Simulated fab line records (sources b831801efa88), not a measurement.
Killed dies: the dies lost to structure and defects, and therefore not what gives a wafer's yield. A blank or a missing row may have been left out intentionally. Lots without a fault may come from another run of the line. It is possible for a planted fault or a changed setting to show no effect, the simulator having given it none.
What tool caused it? || flow sky130 || 11 lots, 33 wafers sampled, at 2 steps of a route of 708

## WHAT THE GAUGES READ, wafer by wafer
SKY_VIA3_BOW_MEAS_03.
{"lot": "L980", "measured": "day 39 02:38", "on": "film metro-04", "VIA3_BOW (um)": "82 90 96"}
{"lot": "L984", "measured": "day 40 06:16", "on": "film metro-02", "VIA3_BOW (um)": "65 81 78"}
{"lot": "L985", "measured": "day 40 10:23", "on": "film metro-04", "VIA3_BOW (um)": "89 77 76"}
{"lot": "L987", "measured": "day 40 21:08", "on": "film metro-04", "VIA3_BOW (um)": "69 68 70"}
{"lot": "L988", "measured": "day 41 09:07", "on": "film metro-04", "VIA3_BOW (um)": "80 76 75"}
{"lot": "L989", "measured": "day 41 23:19", "on": "film metro-03", "VIA3_BOW (um)": "76 69 69"}
{"lot": "L990", "measured": "day 42 12:20", "on": "film metro-03", "VIA3_BOW (um)": "78 76 81"}
{"lot": "L991", "measured": "day 42 14:22", "on": "film metro-04", "VIA3_BOW (um)": "73 75 67"}
{"lot": "L998", "measured": "day 44 01:20", "on": "film metro-04", "VIA3_BOW (um)": "93 73 91"}
{"lot": "L999", "measured": "day 44 01:43", "on": "film metro-02", "VIA3_BOW (um)": "75 71 78"}
{"lot": "L100", "measured": "day 44 14:33", "on": "film metro-04", "VIA3_BOW (um)": "82 85 87"}

## WHAT TOOL EACH LOT RAN ON (gives the tool, then ch and the chambers of the sampled wafers, and finally the start)
{"lot": "L980", "SKY_METAL3_ETCH_16": "rie metal-03 ch 0,1, day 39 01:06"}
{"lot": "L984", "SKY_METAL3_ETCH_16": "rie metal-03 ch 0,1, day 40 04:51"}
{"lot": "L985", "SKY_METAL3_ETCH_16": "rie metal-04 ch 0,1, day 40 08:56"}
{"lot": "L987", "SKY_METAL3_ETCH_16": "rie metal-04 ch 0,1, day 40 19:42"}
{"lot": "L988", "SKY_METAL3_ETCH_16": "rie metal-03 ch 0,1, day 41 07:40"}
{"lot": "L989", "SKY_METAL3_ETCH_16": "rie metal-01 ch 0,1, day 41 21:51"}
{"lot": "L990", "SKY_METAL3_ETCH_16": "rie metal-03 ch 0, day 42 10:50"}
{"lot": "L991", "SKY_METAL3_ETCH_16": "rie metal-01 ch 0,1, day 42 12:56"}
{"lot": "L998", "SKY_METAL3_ETCH_16": "rie metal-03 ch 0,1, day 43 23:53"}
{"lot": "L999", "SKY_METAL3_ETCH_16": "rie metal-01 ch 0,1, day 44 00:17"}
{"lot": "L100", "SKY_METAL3_ETCH_16": "rie metal-01 ch 0,1, day 44 13:05"}
- SKY_METAL3_ETCH_16: etches BARC in N2/H2, stops on SiO2, time 88.2 s, target depth 60 nm.

## THE ANSWER, worked out from the rows above alone
Rule: what is usual is taken from the lots themselves. The widest of any qualifying gaps counts: lots, ordered by their means at a reading, are off when they make up no more than a third of the lots, leave a main group of 4 or more, and stand apart from it by 3 or more times the standard deviation of that group's means. If all means in a main group match to the digits the tables above print for the reading, that group is not used. Also off: a lot with no number at a reading for which 4 or more lots have one. Any other lot the step has rows for is counted as sound.
Nothing can be told from this: no lot is off at any reading shown.

## WHAT THE SIMULATOR HAD INSERTED
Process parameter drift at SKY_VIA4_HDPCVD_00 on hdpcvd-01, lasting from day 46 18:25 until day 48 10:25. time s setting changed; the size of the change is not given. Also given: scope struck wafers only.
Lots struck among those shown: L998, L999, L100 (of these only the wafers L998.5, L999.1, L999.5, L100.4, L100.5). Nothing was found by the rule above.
